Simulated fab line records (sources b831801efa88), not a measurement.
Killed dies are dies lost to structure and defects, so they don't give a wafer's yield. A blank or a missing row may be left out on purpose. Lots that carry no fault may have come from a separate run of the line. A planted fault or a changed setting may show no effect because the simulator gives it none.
fab line records + flow sky130
[record]
- lots = 5
- wafers = 15
- last_day = 50
route steps=708 shown VT_ADJUST_PCH@148 SONOS_TUNNEL@154 PAD_OPEN@708
lots that met no fault: taken from a fault-free run of the same line
start_h: the number of hours between the record's first day and the start of the first shown wafer of the lot + wait_h: hours from the lot's prior step to this one + " repeats the value in the row above + L1.1+2: a row that stands for several wafers + - no value, or no start was given + * or withheld: withheld + < > ~ a bound
route shown NAME@n: names a module that has steps shown in the file, with the first one's number in the route + usual: average and standard deviation across the fault-free wafers + same: alike in all rows + chamber/n: place in a boat + sites: readings site by site + _std_site: standard deviation of those values + _edge_site: outer sites' mean less inner sites' + radius_mm: how far each site lies from the wafer's centre + mask NAME#n: copy n + behind: the tool/chamber that last shaped the wafer + hold: why the lot was held/for how many hours/how that ended + device: which transistor (n, p or np) failed to switch + end of line: the tests these same wafers got at the end of their route + step lacking rows: just its recipe + killed: at the first sort, the dies lost to defects and structure; wafer yield is something else + map: the dies of a wafer, with x for killed, . for not killed, _ for no die there
set.NAME: the setting that was run; set.NAME@STEP: the one run at that earlier step + model.NAME: the simulator's own value behind a step, which no gauge read
lots at some steps of the route; a table a step, a row a wafer
services: the hour from which a tool's chamber was out of use, counted from the record's first day as start_h (under 0 if before that day), plus the number of hours and why
[[steps]]
[step SKY_VT_ADJUST_PCH_PEB_05]
[recipe]
- temp_c = 115
- time_s = withheld
[step SKY_VT_ADJUST_PCH_DEVELOP_06]
[recipe]
- wall_angle_deg = 90
- developer = TMAH
- develop_time_s = 60
- dev_temp_c = 23
[step SKY_VT_ADJUST_PCH_OVL_MEAS_07]
[usual]
- VT_ADJUST_PCH_OVL = -0.2/1.6
| lot.wafer | tool       | chamber | start_h | wait_h | VT_ADJUST_PCH_OVL[nm] |
|-----------|------------|---------|---------|--------|-----------------------|
| L611.2    | overlay-02 | -       | 271.46  | -      | 3.0                   |
| L611.4    | "          | -       | "       | "      | 3.7                   |
| L611.6    | "          | -       | "       | "      | 1.0                   |
| L618.2    | overlay-01 | -       | 324.85  | -      | 0.1                   |
| L618.4    | "          | -       | "       | "      | 2.6                   |
| L618.5    | "          | -       | "       | "      | 1.8                   |
| L621.1    | overlay-02 | -       | 343.97  | -      | -3.5                  |
| L621.2    | "          | -       | "       | "      | -2.4                  |
| L621.4    | "          | -       | "       | "      | -1.2                  |
| L626.1    | overlay-02 | -       | 384.61  | -      | 1.1                   |
| L626.2    | "          | -       | "       | "      | 0.4                   |
| L626.4    | "          | -       | "       | "      | 0.9                   |
| L628.2    | overlay-01 | -       | 391.96  | -      | 0.9                   |
| L628.5    | "          | -       | "       | "      | 0.3                   |
| L628.6    | "          | -       | "       | "      | -2.7                  |
[step SKY_VT_ADJUST_PCH_IMPLANT_08]
[recipe]
- species = B
- energy_kev = 10
- dose_cm2 = 5e+11
- tilt_deg = withheld
[step SKY_VT_ADJUST_PCH_STRIP_09]
[recipe]
- chemistry = O2/N2
- power_w = 1400
- pressure_mtorr = 1500
- platen_temp_c = withheld
- o2_flow_sccm = 3000
- n2_flow_sccm = 300
- overash_fraction = 0.5
[usual]
- drypump_motor_current_A = 5.6/0.5
- oes_product_au = 0.722/0.0043
- strip_time_to_endpoint_s = 36.87/0.11
[same]
- overash_fraction = 0.5
| lot.wafer | tool            | chamber | start_h | wait_h | drypump_motor_current_A | oes_product_au | rf_hours_counter_h | strip_time_to_endpoint_s |
|-----------|-----------------|---------|---------|--------|-------------------------|----------------|--------------------|--------------------------|
| L611.2    | plasma_asher-03 | 1       | 271.64  | 0.1    | 5.4                     | 0.721          | 58                 | 36.83                    |
| L611.4    | "               | 1       | "       | "      | 5.4                     | 0.721          | -                  | 36.84                    |
| L611.6    | "               | 0       | "       | "      | 6.4                     | 0.727          | -                  | 36.98                    |
| L618.2    | plasma_asher-01 | 0       | 325.03  | 0.1    | 5.2                     | 0.730          | 63                 | 36.73                    |
| L618.4    | "               | 1       | "       | "      | 5.4                     | 0.722          | -                  | 36.90                    |
| L618.5    | "               | 0       | "       | "      | 5.2                     | 0.726          | -                  | 36.67                    |
| L621.1    | plasma_asher-01 | 0       | 344.16  | 0.1    | 5.2                     | 0.728          | 65                 | 36.97                    |
| L621.2    | "               | 1       | "       | "      | 5.4                     | 0.725          | 65                 | 36.79                    |
| L621.4    | "               | 0       | "       | "      | 5.2                     | 0.719          | -                  | 37.03                    |
| L626.1    | plasma_asher-01 | 0       | 384.79  | 0.1    | 5.2                     | 0.719          | 68                 | 36.94                    |
| L626.2    | "               | 1       | "       | "      | 5.4                     | 0.720          | 68                 | 37.00                    |
| L626.4    | "               | 0       | "       | "      | 5.2                     | 0.716          | -                  | 36.90                    |
| L628.2    | plasma_asher-01 | 1       | 392.14  | 0.1    | 5.4                     | 0.720          | 69                 | 36.84                    |
| L628.5    | "               | 0       | "       | "      | 5.2                     | 0.720          | -                  | 36.79                    |
| L628.6    | "               | 1       | "       | "      | 5.4                     | 0.725          | -                  | 36.87                    |
[step SKY_VT_ADJUST_PCH_TW_MEAS_10]
[usual]
- VT_ADJUST_PCH_TW = 144.2/1.2
| lot.wafer | tool          | chamber | start_h | wait_h | VT_ADJUST_PCH_TW |
|-----------|---------------|---------|---------|--------|------------------|
| L611.2    | film_metro-01 | -       | 271.75  | 0.1    | 142.6            |
| L611.4    | "             | -       | "       | "      | 141.7            |
| L611.6    | "             | -       | "       | "      | 142.3            |
| L618.2    | film_metro-01 | -       | 325.14  | 0.1    | 142.9            |
| L618.4    | "             | -       | "       | "      | 141.4            |
| L618.5    | "             | -       | "       | "      | 141.9            |
| L621.1    | film_metro-03 | -       | 344.26  | 0.1    | 145.9            |
| L621.2    | "             | -       | "       | "      | 146.5            |
| L621.4    | "             | -       | "       | "      | 146.6            |
| L626.1    | film_metro-01 | -       | 384.89  | 0.1    | 142.2            |
| L626.2    | "             | -       | "       | "      | 142.4            |
| L626.4    | "             | -       | "       | "      | 141.7            |
| L628.2    | film_metro-02 | -       | 392.25  | 0.1    | 143.5            |
| L628.5    | "             | -       | "       | "      | 144.3            |
| L628.6    | "             | -       | "       | "      | 144.9            |
[step SKY_SONOS_TUNNEL_DEHYDRATE_00]
[recipe]
- temp_c = 200
- time_s = 60
[step SKY_SONOS_TUNNEL_HMDS_01]
[recipe]
- prime_time_s = 60
- prime_temp_c = 120
[step SKY_SONOS_TUNNEL_COAT_02]
[recipe]
- resist = NOVOLAK
- spin_rpm = 3000
- resist_thk_nm = 1140
[step SKY_SONOS_TUNNEL_SOFTBAKE_03]
[recipe]
- temp_c = 90
- time_s = 60
- resist = NOVOLAK
[step SKY_SONOS_TUNNEL_EXPOSE_04]
[recipe]
- mask_id = TUNM
- na = 0.6
- source_shape = conventional
- sigma_outer = 0.6
- polarization = unpolarized
- target_cd_nm = 410
- dose_mj = 136
[step SKY_SONOS_TUNNEL_PEB_05]
[recipe]
- temp_c = withheld
- time_s = *
- resist = NOVOLAK
[step SKY_SONOS_TUNNEL_DEVELOP_06]
[recipe]
- resist = NOVOLAK
- developer = TMAH
- develop_time_s = 60
- dev_temp_c = 23
| lot.wafer  | tool           | chamber | start_h | wait_h |
|------------|----------------|---------|---------|--------|
| L611.2+4+6 | litho_track-02 | 0       | 296.88  | 0.1    |
| L618.2+4+5 | litho_track-01 | 0       | 351.83  | 0.1    |
| L621.1+2+4 | litho_track-04 | 0       | 372.51  | 0.1    |
| L626.1+2+4 | litho_track-02 | 0       | 413.10  | 0.1    |
| L628.2+5+6 | litho_track-01 | 0       | 421.73  | 0.1    |
[step SKY_SONOS_TUNNEL_CD_MEAS_07]
[recipe]
- target_cd_nm = 410
[usual]
- cd_nm = 410.4/2
| lot.wafer | tool      | chamber | start_h | wait_h | cd_nm |
|-----------|-----------|---------|---------|--------|-------|
| L611.2    | cd_sem-02 | -       | 297.02  | 0.1    | 408.2 |
| L611.4    | "         | -       | "       | "      | 406.5 |
| L611.6    | "         | -       | "       | "      | 217.4 |
| L618.2    | cd_sem-02 | -       | 351.98  | 0.1    | 409.7 |
| L618.4    | "         | -       | "       | "      | 407.6 |
| L618.5    | "         | -       | "       | "      | 408.8 |
| L621.1    | cd_sem-01 | -       | 372.66  | 0.1    | 409.2 |
| L621.2    | "         | -       | "       | "      | 409.1 |
| L621.4    | "         | -       | "       | "      | 409.6 |
| L626.1    | cd_sem-01 | -       | 413.25  | 0.1    | 411.0 |
| L626.2    | "         | -       | "       | "      | 413.3 |
| L626.4    | "         | -       | "       | "      | 409.3 |
| L628.2    | cd_sem-02 | -       | 421.88  | 0.1    | 414.0 |
| L628.5    | "         | -       | "       | "      | 413.1 |
| L628.6    | "         | -       | "       | "      | 413.6 |
[step SKY_SONOS_TUNNEL_OVL_MEAS_08]
[usual]
- SONOS_TUNNEL_OVL = -0.2/1.4
| lot.wafer | tool       | chamber | start_h | wait_h | SONOS_TUNNEL_OVL[nm] |
|-----------|------------|---------|---------|--------|----------------------|
| L611.2    | overlay-02 | -       | 297.13  | 0.1    | -0.3                 |
| L611.4    | "          | -       | "       | "      | -2.3                 |
| L611.6    | "          | -       | "       | "      | -1.5                 |
| L618.2    | overlay-02 | -       | 352.08  | 0.1    | -0.9                 |
| L618.4    | "          | -       | "       | "      | -2.2                 |
| L618.5    | "          | -       | "       | "      | -3.2                 |
| L621.1    | overlay-01 | -       | 372.78  | 0.1    | 0.0                  |
| L621.2    | "          | -       | "       | "      | 0.7                  |
| L621.4    | "          | -       | "       | "      | -0.3                 |
| L626.1    | overlay-01 | -       | 413.37  | 0.1    | -0.3                 |
| L626.2    | "          | -       | "       | "      | 0.7                  |
| L626.4    | "          | -       | "       | "      | 0.2                  |
| L628.2    | overlay-01 | -       | 421.98  | 0.1    | 0.5                  |
| L628.5    | "          | -       | "       | "      | -0.4                 |
| L628.6    | "          | -       | "       | "      | 0.3                  |
[step SKY_PAD_OPEN_PROBE_99]
[usual]
- killed_at_M0_to_M3 = 42/7.1
- killed_at_M4_up = 3.3/1.9
- killed_at_contacts = 24/5
- killed_at_front_end = 15/4.7
- killed_at_other = 0.3/0.61
- killed_dies = 86/9.6
- killed_open = 47/7.5
- killed_short = 38/6.6
[same]
- gross_dies = 492
- killed_at_back_side = 0
| lot.wafer | tool      | chamber | start_h | wait_h | killed_at_M0_to_M3 | killed_at_M4_up | killed_at_contacts | killed_at_front_end | killed_at_other | killed_dies | killed_open | killed_short | model.etest.sonos_uncharged.r_on_ohm_um | model.etest.sonos_programmed.off_log10_a_um | model.etest.sonos_uncharged.vt_v | model.etest.sonos_baked.vt_v |
|-----------|-----------|---------|---------|--------|--------------------|-----------------|--------------------|---------------------|-----------------|-------------|-------------|--------------|-----------------------------------------|---------------------------------------------|----------------------------------|------------------------------|
| L611.2    | prober-01 | -       | 1115.09 | 0.1    | 50                 | 4               | 16                 | 8                   | 0               | 78          | 50          | 28           | 824.2                                   | -13.9                                       | -0.4124                          | 0.9125                       |
| L611.4    | prober-01 | -       | 1115.19 | 0.2    | 61                 | 2               | 19                 | 13                  | 1               | 96          | 56          | 40           | 811.4                                   | -13.94                                      | -0.4271                          | 0.9484                       |
| L611.6    | prober-01 | -       | 1115.29 | 0.2    | 41                 | 3               | 33                 | 10                  | 0               | 87          | 46          | 41           | 785.9                                   | -13.43                                      | -0.5264                          | 0.8995                       |
| L618.2    | prober-02 | -       | 1151.07 | 0.1    | 44                 | 7               | 24                 | 13                  | 0               | 88          | 50          | 38           | 807.9                                   | -14.04                                      | -0.4627                          | 0.9708                       |
| L618.4    | prober-02 | -       | 1151.17 | 0.2    | 51                 | 8               | 25                 | 12                  | 0               | 96          | 56          | 40           | 806.8                                   | -13.96                                      | -0.4698                          | 0.9849                       |
| L618.5    | prober-02 | -       | 1151.22 | 0.2    | 34                 | 7               | 21                 | 8                   | 1               | 71          | 35          | 36           | 796.5                                   | -13.89                                      | -0.4673                          | 0.9505                       |
| L621.1    | prober-02 | -       | 1175.77 | 0.1    | 48                 | 2               | 22                 | 27                  | 0               | 99          | 60          | 39           | 820.7                                   | -14.09                                      | -0.4112                          | 1                            |
| L621.2    | prober-02 | -       | 1175.82 | 0.1    | 35                 | 6               | 30                 | 11                  | 1               | 83          | 38          | 45           | 816.5                                   | -13.83                                      | -0.4776                          | 0.9868                       |
| L621.4    | prober-02 | -       | 1175.92 | 0.2    | 41                 | 4               | 18                 | 14                  | 0               | 77          | 35          | 42           | 802                                     | -14.14                                      | -0.452                           | 1.014                        |
| L626.1    | prober-02 | -       | 1184.42 | 0.1    | 34                 | 0               | 29                 | 15                  | 0               | 78          | 50          | 27           | 817                                     | -13.93                                      | -0.4414                          | 0.9377                       |
| L626.2    | prober-02 | -       | 1184.47 | 0.1    | 36                 | 8               | 13                 | 15                  | 0               | 72          | 43          | 28           | 806.2                                   | -13.91                                      | -0.4039                          | 0.9314                       |
| L626.4    | prober-02 | -       | 1184.57 | 0.2    | 48                 | 3               | 29                 | 18                  | 0               | 98          | 64          | 33           | 811.5                                   | -14.04                                      | -0.4318                          | 0.9775                       |
| L628.2    | prober-02 | -       | 1198.18 | 0.1    | 39                 | 3               | 27                 | 21                  | 3               | 93          | 51          | 39           | 814.5                                   | -13.94                                      | -0.4379                          | 0.9447                       |
| L628.5    | prober-02 | -       | 1198.33 | 0.2    | 43                 | 5               | 17                 | 20                  | 1               | 86          | 33          | 52           | 811.5                                   | -13.93                                      | -0.467                           | 0.8919                       |
| L628.6    | prober-02 | -       | 1198.38 | 0.2    | 40                 | 7               | 21                 | 26                  | 2               | 96          | 49          | 45           | 799.3                                   | -13.98                                      | -0.4641                          | 0.9397                       |
// killed by level:class
L611.2 VIA2:geometric_particle:open=10 VIA1:geometric_particle:open=10 CONTACT:geometric_particle:open=8 VIA3:geometric_particle:open=8 VIA2:geometric_particle:short=5 METAL1:geometric_particle:short=4 METAL3:geometric_particle:short=4 LI_CONTACT:geometric_particle:open=3
L611.4 VIA1:geometric_particle:open=15 VIA2:geometric_particle:open=10 CONTACT:geometric_particle:open=9 VIA3:geometric_particle:open=9 METAL2:geometric_particle:short=6 METAL1:geometric_particle:short=5 VIA1:geometric_particle:short=5 LOCAL_INTERCONNECT:geometric_particle:short=4
L611.6 CONTACT:geometric_particle:open=14 VIA1:geometric_particle:open=9 VIA2:geometric_particle:open=7 METAL3:geometric_particle:short=7 LI_CONTACT:geometric_particle:open=6 CONTACT:geometric_particle:short=6 LOCAL_INTERCONNECT:geometric_particle:short=4 METAL1:geometric_particle:open=4
L618.2 CONTACT:geometric_particle:open=10 VIA1:geometric_particle:open=8 VIA2:geometric_particle:open=8 LI_CONTACT:geometric_particle:open=6 CONTACT:geometric_particle:short=6 VIA2:geometric_particle:short=6 METAL4:geometric_particle:short=6 METAL2:geometric_particle:short=5
L618.4 VIA1:geometric_particle:open=13 VIA2:geometric_particle:open=9 CONTACT:geometric_particle:open=8 LI_CONTACT:geometric_particle:open=7 VIA3:geometric_particle:open=7 CONTACT:geometric_particle:short=6 METAL3:geometric_particle:short=5 METAL2:geometric_particle:short=4
L618.5 CONTACT:geometric_particle:open=10 VIA2:geometric_particle:open=8 CONTACT:geometric_particle:short=7 VIA1:geometric_particle:open=7 METAL4:geometric_particle:short=6 VIA1:geometric_particle:short=5 VIA3:geometric_particle:open=4 FIELD_ISO:geometric_particle:short=3
L621.1 VIA1:geometric_particle:open=13 CONTACT:geometric_particle:open=11 LI_CONTACT:geometric_particle:open=7 VIA2:geometric_particle:open=7 POLY_GATE:geometric_particle:short=6 VIA3:geometric_particle:open=6 FIELD_ISO:geometric_particle:open=5 FIELD_ISO:geometric_particle:short=4
L621.2 LI_CONTACT:geometric_particle:open=8 CONTACT:geometric_particle:open=7 CONTACT:geometric_particle:short=7 VIA1:geometric_particle:open=6 METAL2:geometric_particle:short=6 LOCAL_INTERCONNECT:geometric_particle:short=5 VIA3:geometric_particle:open=5 VIA2:geometric_particle:open=4
L621.4 METAL2:geometric_particle:short=8 CONTACT:geometric_particle:open=6 POLY_GATE:geometric_particle:open=5 CONTACT:geometric_particle:short=5 VIA1:geometric_particle:open=5 METAL1:geometric_particle:short=5 VIA3:geometric_particle:open=5 FIELD_ISO:geometric_particle:open=4
L626.1 VIA2:geometric_particle:open=9 LI_CONTACT:geometric_particle:open=8 CONTACT:geometric_particle:open=8 VIA1:geometric_particle:open=6 LOCAL_INTERCONNECT:geometric_particle:short=5 VIA3:geometric_particle:open=5 SPACER:geometric_particle:open=4 METAL2:geometric_particle:short=4
L626.2 VIA2:geometric_particle:open=9 VIA1:geometric_particle:open=7 FIELD_ISO:geometric_particle:open=5 LI_CONTACT:geometric_particle:open=5 VIA3:geometric_particle:open=5 METAL1:geometric_particle:short=5 CONTACT:geometric_particle:open=3 VIA3:geometric_particle:short=3
L626.4 VIA1:geometric_particle:open=12 LI_CONTACT:geometric_particle:open=10 CONTACT:geometric_particle:open=10 VIA2:geometric_particle:open=9 VIA3:geometric_particle:open=7 FIELD_ISO:geometric_particle:open=6 FIELD_ISO:geometric_particle:short=4 LOCAL_INTERCONNECT:geometric_particle:short=4
L628.2 CONTACT:geometric_particle:open=10 LI_CONTACT:geometric_particle:open=7 VIA2:geometric_particle:open=7 VIA3:geometric_particle:open=7 POLY_GATE:geometric_particle:short=6 METAL2:geometric_particle:short=6 FIELD_ISO:geometric_particle:open=5 POLY_GATE:geometric_particle:open=5
L628.5 VIA1:geometric_particle:short=8 FIELD_ISO:geometric_particle:short=7 METAL1:geometric_particle:short=7 VIA2:geometric_particle:open=7 POLY_GATE:geometric_particle:short=6 POLY_GATE:geometric_particle:open=6 CONTACT:geometric_particle:short=5 VIA3:geometric_particle:open=5
L628.6 LI_CONTACT:geometric_particle:open=9 POLY_GATE:geometric_particle:short=8 POLY_GATE:geometric_particle:open=8 VIA2:geometric_particle:open=8 VIA1:geometric_particle:open=7 FIELD_ISO:geometric_particle:short=5 METAL1:geometric_particle:short=5 METAL2:geometric_particle:short=5
[[services]]
| tool            | chamber | start_h | hours | kind       |
|-----------------|---------|---------|-------|------------|
| plasma_asher-01 | -       | 362.56  | 11.4  | repair     |
| plasma_asher-01 | -       | 368.78  | 1.1   | repair     |
| plasma_asher-01 | -       | 421.25  | 9.0   | pm         |
| plasma_asher-01 | 0       | 421.25  | 9.0   | vent_cycle |
| plasma_asher-01 | 1       | 421.25  | 9.0   | vent_cycle |
[[key]]
[first_sign]
- step = SKY_SONOS_TUNNEL_CD_MEAS_07
- reading = cd_nm
- direction = down
- sigmas = 95
- usual = 410.4
- struck = 217.4
effect none on later readings
[model_effect]
- step = SKY_PAD_OPEN_PROBE_99
- value = etest.sonos_uncharged.r_on_ohm_um
- without = 810.6
- struck = 785.9
met_at SKY_SONOS_TUNNEL_DEVELOP_06
struck_wafers L611.6
tester_left_out L611
[fault]
- kind = process_parameter_drift
- tool = litho_track-02
- chamber = -
- onset_h = 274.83
- steps = SKY_SONOS_TUNNEL_DEVELOP_06
- channel = develop_time_s
- offset = *
- shape = step
- end_h = 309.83
- scope = struck_wafers_only
- acts_in = *
- stated = *
// tester_left_out: of these lots the tester's yield and bins aren't shown, on N5 and GAA mostly nor the transistor test; their killed dies are dies lost to structure and defects alone, not to doping, threshold or leakage, so they don't give the yield
